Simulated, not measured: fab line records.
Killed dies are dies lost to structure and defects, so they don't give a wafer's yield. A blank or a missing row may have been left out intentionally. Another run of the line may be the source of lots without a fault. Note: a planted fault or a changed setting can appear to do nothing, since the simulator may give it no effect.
fab line records    flow sky130
record: lots: 13  wafers: 39  lastDay: 50
route steps=708 shown METAL3@567 METAL4@600 VIA4@640
lots that met no fault: taken from a fault-free run of the same line
startH: hours from the record's opening day to when the first of the lot's shown wafers began    waitH: hours from the lot's prior step to this one    " identical to the entry in the row above    L1.1+2: a single row standing in for several wafers    - value missing, or start not given    * or withheld: withheld    < > ~ a bound
route shown NAME@n: names a module that has steps shown in the file, with the first one's number in the route    usual: mean/standard deviation taken from wafers without a fault    same: alike in all rows    chamber/n: place in a boat    sites: the reading at each site    _std_site: standard deviation of those values    _edge_site: outer sites' mean less inner sites'    radiusMm: how far each site lies from the wafer's centre    mask NAME#n: copy n    behind: the most recent tool/chamber to have shaped the wafer    hold: why the lot went on hold/how many hours it stayed there/how the hold came to an end    device: the n, p or np transistor that did not switch    end of line: tests of these same wafers at the route's end    step lacking rows: just its recipe    killed: dies that structure and defects cost at the first sort, which is not the same as the wafer's yield    map: a wafer's dies, marking killed ones x, the rest . and places with no die _
set.NAME: the setting the step ran with; set.NAME@STEP: the setting that earlier step ran with    model.NAME: the simulator's own value behind a step, which no gauge read
a sample of lots followed through the steps of the route, with each step as a table and each wafer as a row
services: a tool's chamber out of use, with start hour (startH, from the record's first day; less than 0 if before it), hours out, and reason
== steps ==
step: SKY_METAL3_ETCH_17
recipe: target: SiO2  stopOn: TiN  chemistry: C4F8/O2/Ar  sourceW: 1500  biasW: 1200  pressureMtorr: 40  c4f8FlowSccm: withheld  O2_flow_sccm: 6  Ar_flow_sccm: 300  timeS: 3.9  targetDepthA: 150
usual: chamberPressureMTorr: 40.00/0.039  oesProductAu: 0.754/0.0081
lot.wafer  tool        chamber  startH   waitH  chamberPressureMTorr  oesProductAu  rfHoursCounterH
L377.2     rieDiel-03  3        904.50   0.1    40.05                 0.765         9
L377.3     "           0        "        "      39.92                 0.764         15
L377.4     "           1        "        "      39.97                 0.772         13
L378.1     rieDiel-03  2        914.47   0.1    39.89                 0.746         8
L378.4     "           1        "        "      40.01                 0.743         13
L378.5     "           3        "        "      39.99                 0.752         -
L380.1     rieDiel-03  0        926.27   0.1    39.99                 0.750         15
L380.4     "           3        "        "      40.04                 0.747         9
L380.5     "           2        "        "      40.08                 0.763         -
L381.1     rieDiel-02  3        927.30   0.1    40.03                 0.751         19
L381.4     "           1        "        "      39.96                 0.747         22
L381.6     "           3        "        "      40.00                 0.758         -
L382.2     rieDiel-02  0        935.63   0.1    39.98                 0.757         17
L382.4     "           1        "        "      40.00                 0.755         22
L382.6     "           2        "        "      39.96                 0.757         -
L384.1     rieDiel-02  3        949.18   0.2    40.06                 0.750         19
L384.3     "           0        "        "      39.95                 0.742         17
L384.5     "           0        "        "      39.91                 0.754         -
L385.1     rieDiel-02  3        955.37   0.2    40.00                 0.756         19
L385.3     "           2        "        "      39.98                 0.744         20
L385.6     "           2        "        "      39.96                 0.777         -
L390.1     rieDiel-01  2        999.10   0.1    39.98                 0.748         12
L390.2     "           1        "        "      40.05                 0.750         10
L390.5     "           0        "        "      39.99                 0.761         -
L395.1     rieDiel-03  1        1042.30  0.1    39.97                 0.755         17
L395.3     "           0        "        "      40.09                 0.755         18
L395.6     "           1        "        "      40.04                 0.761         -
L397.3     rieDiel-01  1        1046.05  0.0    39.99                 0.758         12
L397.4     "           3        "        "      39.92                 0.766         5
L397.6     "           3        "        "      40.00                 0.756         -
L398.4     rieDiel-03  0        1046.40  0.0    39.96                 0.767         19
L398.5     "           1        "        "      39.99                 0.765         -
L398.6     "           2        "        "      40.00                 0.759         -
L399.1     rieDiel-03  0        1048.14  0.1    40.06                 0.755         19
L399.2     "           3        "        "      40.03                 0.746         13
L399.3     "           1        "        "      40.02                 0.746         17
L400.3     rieDiel-03  0        1051.92  0.0    39.99                 0.755         19
L400.5     "           3        "        "      40.00                 0.762         -
L400.6     "           0        "        "      39.98                 0.765         -
step: SKY_METAL4_SPUTTER_02
recipe: material: AlCu  targetThkNm: 735  powerW: 10600  timeS: 39.1  chamberPressurePa: 0.4
usual: cathodeDcPowerW: 10600/1.9  throttleValvePct: 30.3/1.2
lot.wafer  tool           chamber  startH   waitH  cathodeDcPowerW  throttleValvePct
L377.2     pvdSputter-01  -        933.27   0.0    10601            31.5
L377.3     "              -        "        "      10602            29.6
L377.4     "              -        "        "      10600            29.5
L378.1     pvdSputter-01  -        941.86   0.0    10599            28.1
L378.4     "              -        "        "      10599            29.7
L378.5     "              -        "        "      10602            29.7
L380.1     pvdSputter-01  -        953.48   0.0    10601            31.5
L380.4     "              -        "        "      10601            30.5
L380.5     "              -        "        "      10602            30.4
L381.1     pvdSputter-03  -        954.54   0.0    10600            31.0
L381.4     "              -        "        "      10604            29.9
L381.6     "              -        "        "      10600            29.8
L382.2     pvdSputter-04  -        962.85   0.0    10599            30.9
L382.4     "              -        "        "      10602            29.3
L382.6     "              -        "        "      10600            31.1
L384.1     pvdSputter-03  -        976.94   0.0    10601            30.0
L384.3     "              -        "        "      10600            30.0
L384.5     "              -        "        "      10596            32.6
L385.1     pvdSputter-04  -        982.15   0.0    10599            30.8
L385.3     "              -        "        "      10600            31.3
L385.6     "              -        "        "      10599            31.2
L390.1     pvdSputter-04  -        1024.09  0.0    10600            31.0
L390.2     "              -        "        "      10600            28.8
L390.5     "              -        "        "      10603            31.4
L395.1     pvdSputter-04  -        1067.31  0.0    10598            31.2
L395.3     "              -        "        "      10601            28.7
L395.6     "              -        "        "      10596            29.0
L397.3     pvdSputter-01  -        1070.79  0.0    10598            27.9
L397.4     "              -        "        "      10599            30.5
L397.6     "              -        "        "      10601            31.5
L398.4     pvdSputter-01  -        1071.39  0.0    10601            29.6
L398.5     "              -        "        "      10598            28.1
L398.6     "              -        "        "      10599            31.6
L399.1     pvdSputter-01  -        1072.30  0.0    10600            29.6
L399.2     "              -        "        "      10600            30.7
L399.3     "              -        "        "      10599            31.8
L400.3     pvdSputter-03  -        1076.02  0.0    10605            30.2
L400.5     "              -        "        "      10602            30.8
L400.6     "              -        "        "      10602            30.0
step: SKY_METAL4_METAL_ETCH_18
recipe: targetDepthA: 8450  stopOn: SiO2  overEtchFrac: 0.3  timeS: 183.1  chemistry: Cl2/BCl3  resistSidewallDeg: 88  pressureMtorr: 10  icpW: 900  biasW: 48.5  Cl2_flow_sccm: 60  bcl3FlowSccm: 30
usual: chamberPressureMTorr: 9.999/0.0084  drypumpMotorCurrentA: 5.5/0.39  oesProductAu: 0.863/0.0074  throttleValvePct: 22.266/0.0086
lot.wafer  tool         chamber  startH   waitH  chamberPressureMTorr  drypumpMotorCurrentA  oesProductAu  rfHoursCounterH  throttleValvePct
L377.2     rieMetal-04  0        983.17   0.0    10.002                5.6                   0.865         1                22.268
L377.3     "            0        "        "      10.000                5.5                   0.870         -                22.272
L377.4     "            1        "        "      10.006                6.0                   0.865         -                22.274
L378.1     rieMetal-04  1        990.84   0.0    9.995                 6.0                   0.873         15               22.271
L378.4     "            1        "        "      10.015                6.0                   0.867         -                22.280
L378.5     "            0        "        "      10.007                5.5                   0.875         -                22.272
L380.1     rieMetal-02  1        1001.64  0.0    10.003                6.3                   0.848         0                22.264
L380.4     "            1        "        "      10.003                6.3                   0.865         -                22.262
L380.5     "            0        "        "      9.987                 5.2                   0.870         -                22.259
L381.1     rieMetal-04  1        1003.52  0.0    9.972                 6.0                   0.851         16               22.277
L381.4     "            1        "        "      10.008                6.0                   0.862         -                22.283
L381.6     "            1        "        "      9.997                 6.1                   0.866         -                22.250
L382.2     rieMetal-01  0        1010.89  0.0    10.000                5.1                   0.865         16               22.274
L382.4     "            0        "        "      10.006                5.1                   0.859         -                22.261
L382.6     "            0        "        "      10.005                5.1                   0.865         -                22.255
L384.1     rieMetal-01  1        1024.99  0.0    10.000                5.6                   0.856         5                22.285
L384.3     "            0        "        "      10.003                5.1                   0.864         -                22.271
L384.5     "            0        "        "      9.997                 5.1                   0.871         -                22.264
L385.1     rieMetal-02  1        1028.27  0.0    10.012                6.2                   0.864         2                22.268
L385.3     "            0        "        "      10.000                5.2                   0.858         -                22.267
L385.6     "            1        "        "      10.005                6.3                   0.865         -                22.262
L390.1     rieMetal-02  0        1069.14  0.0    9.997                 5.2                   0.867         13               22.258
L390.2     "            0        "        "      9.985                 5.3                   0.872         -                22.256
L390.5     "            0        "        "      9.993                 5.3                   0.863         -                22.263
L395.1     rieMetal-01  1        1108.79  0.0    10.001                5.7                   0.858         11               22.270
L395.3     "            1        "        "      9.994                 5.6                   0.983         -                22.261
L395.6     "            0        "        "      9.998                 5.1                   0.849         -                22.257
L397.3     rieMetal-01  1        1112.73  0.1    9.997                 5.7                   0.863         -                22.263
L397.4     "            0        "        "      10.010                5.0                   0.864         -                22.264
L397.6     "            1        "        "      10.015                5.7                   0.852         -                22.266
L398.4     rieMetal-02  0        1113.70  0.1    9.995                 5.3                   0.857         -                22.258
L398.5     "            0        "        "      9.996                 5.3                   0.869         -                22.263
L398.6     "            1        "        "      10.012                6.3                   0.848         -                22.259
L399.1     rieMetal-04  1        1114.04  0.0    10.012                6.0                   0.861         23               22.256
L399.2     "            0        "        "      10.006                5.5                   0.874         9                22.244
L399.3     "            1        "        "      10.009                6.0                   0.862         -                22.265
L400.3     rieMetal-02  1        1117.80  0.1    10.001                6.3                   0.873         -                22.267
L400.5     "            1        "        "      9.993                 6.3                   0.856         -                22.255
L400.6     "            0        "        "      9.990                 5.2                   0.864         -                22.264
step: SKY_VIA4_THK_MEAS_01
recipe: reads: SiO2_of_VIA4_HDPCVD_00
usual: VIA4_HDPCVD_THK: 1751/22
lot.wafer  tool          chamber  startH   waitH  VIA4_HDPCVD_THK[nm]
L377.2     filmMetro-02  -        984.18   0.1    1767
L377.3     "             -        "        "      1757
L377.4     "             -        "        "      1771
L378.1     filmMetro-04  -        991.80   0.1    1791
L378.4     "             -        "        "      1773
L378.5     "             -        "        "      1783
L380.1     filmMetro-04  -        1002.66  0.1    1746
L380.4     "             -        "        "      1743
L380.5     "             -        "        "      1720
L381.1     filmMetro-04  -        1004.47  0.1    1747
L381.4     "             -        "        "      1738
L381.6     "             -        "        "      1755
L382.2     filmMetro-01  -        1011.90  0.1    1770
L382.4     "             -        "        "      1765
L382.6     "             -        "        "      1782
L384.1     filmMetro-04  -        1025.97  0.1    1730
L384.3     "             -        "        "      1735
L384.5     "             -        "        "      1724
L385.1     filmMetro-01  -        1029.23  0.1    1739
L385.3     "             -        "        "      1756
L385.6     "             -        "        "      1745
L390.1     filmMetro-01  -        1070.31  0.1    1720
L390.2     "             -        "        "      1766
L390.5     "             -        "        "      1775
L395.1     filmMetro-04  -        1109.74  0.1    1753
L395.3     "             -        "        "      1789
L395.6     "             -        "        "      1744
L397.3     filmMetro-04  -        1113.64  0.1    1762
L397.4     "             -        "        "      1756
L397.6     "             -        "        "      1783
L398.4     filmMetro-02  -        1114.66  0.0    1730
L398.5     "             -        "        "      1752
L398.6     "             -        "        "      1724
L399.1     filmMetro-04  -        1114.98  0.1    1792
L399.2     "             -        "        "      1755
L399.3     "             -        "        "      1747
L400.3     filmMetro-04  -        1118.75  0.1    1703
L400.5     "             -        "        "      1743
L400.6     "             -        "        "      1741
step: SKY_VIA4_BOW_MEAS_03
recipe: mode: bow
usual: VIA4_BOW: 78/8.4
lot.wafer  tool          chamber  startH   waitH  VIA4_BOW[um]
L377.2     filmMetro-04  -        984.55   0.2    76
L377.3     "             -        "        "      88
L377.4     "             -        "        "      81
L378.1     filmMetro-04  -        992.16   0.1    70
L378.4     "             -        "        "      78
L378.5     "             -        "        "      74
L380.1     filmMetro-02  -        1003.02  0.2    89
L380.4     "             -        "        "      82
L380.5     "             -        "        "      75
L381.1     filmMetro-02  -        1004.83  0.2    77
L381.4     "             -        "        "      77
L381.6     "             -        "        "      79
L382.2     filmMetro-04  -        1012.27  0.3    88
L382.4     "             -        "        "      78
L382.6     "             -        "        "      81
L384.1     filmMetro-04  -        1026.33  0.1    77
L384.3     "             -        "        "      70
L384.5     "             -        "        "      73
L385.1     filmMetro-04  -        1029.59  0.1    82
L385.3     "             -        "        "      82
L385.6     "             -        "        "      77
L390.1     filmMetro-02  -        1070.67  0.1    58
L390.2     "             -        "        "      78
L390.5     "             -        "        "      87
L395.1     filmMetro-04  -        1110.10  0.1    75
L395.3     "             -        "        "      79
L395.6     "             -        "        "      83
L397.3     filmMetro-01  -        1114.06  0.2    80
L397.4     "             -        "        "      75
L397.6     "             -        "        "      76
L398.4     filmMetro-02  -        1115.05  0.3    82
L398.5     "             -        "        "      82
L398.6     "             -        "        "      90
L399.1     filmMetro-04  -        1115.34  0.1    84
L399.2     "             -        "        "      62
L399.3     "             -        "        "      82
L400.3     filmMetro-01  -        1119.13  0.2    77
L400.5     "             -        "        "      72
L400.6     "             -        "        "      83
== services ==
tool           chamber  startH   hours  kind
rieMetal-04    -        888.36   0.8    repair
rieDiel-01     -        888.69   14.6   pm
rieDiel-02     1        892.19   8.5    repair
pvdSputter-03  -        905.08   4.4    repair
rieDiel-01     3        910.61   9.8    repair
pvdSputter-03  -        922.13   2.1    repair
pvdSputter-04  -        937.91   3.2    repair
rieDiel-03     0        947.33   12.4   repair
pvdSputter-04  -        958.73   3.6    repair
rieMetal-02    -        988.15   0.1    repair
rieMetal-02    -        1020.31  0.2    repair
rieDiel-03     2        1024.72  9.9    repair
rieDiel-02     0        1040.71  1.9    repair
rieDiel-03     3        1063.77  17.9   repair
rieMetal-02    1        1065.30  4.9    repair
rieDiel-03     -        1072.20  4.3    pm
rieDiel-03     1        1078.79  2.0    repair
rieDiel-02     3        1080.24  2.9    repair
rieDiel-02     2        1094.70  5.1    repair
rieDiel-02     1        1097.07  5.6    repair
pvdSputter-03  -        1101.59  2.5    repair
rieDiel-03     1        1108.41  6.3    repair
rieDiel-02     2        1110.10  3.2    repair
rieDiel-02     0        1110.33  6.1    repair
== key ==
firstSign: step: SKY_METAL4_METAL_ETCH_18  reading: oesProductAu  direction: up  sigmas: 16  usual: 0.863  struck: 0.983
effect none on later readings
metAt SKY_METAL4_SPUTTER_02
struckLots L395
struckWafers L395.3
sortLeftOut L395.3
notActingAt SKY_METAL3_ETCH_17,SKY_VIA4_THK_MEAS_01,SKY_VIA4_BOW_MEAS_03
onsetBetween 1024.09 1067.31
fault: kind: processParameterDrift  tool: pvdSputter-04  chamber: -  onsetH: 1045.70  steps: SKY_METAL4_SPUTTER_02  channel: targetThkNm  offset: 215.84  shape: step  endH: 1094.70  actsIn: theseRecipesOnly  stated: 735  scope: struckWafersOnly
sortLeftOut: the simulated sort isn't trusted on such a fault, so these wafers' sort isn't shown, and their yield isn't known
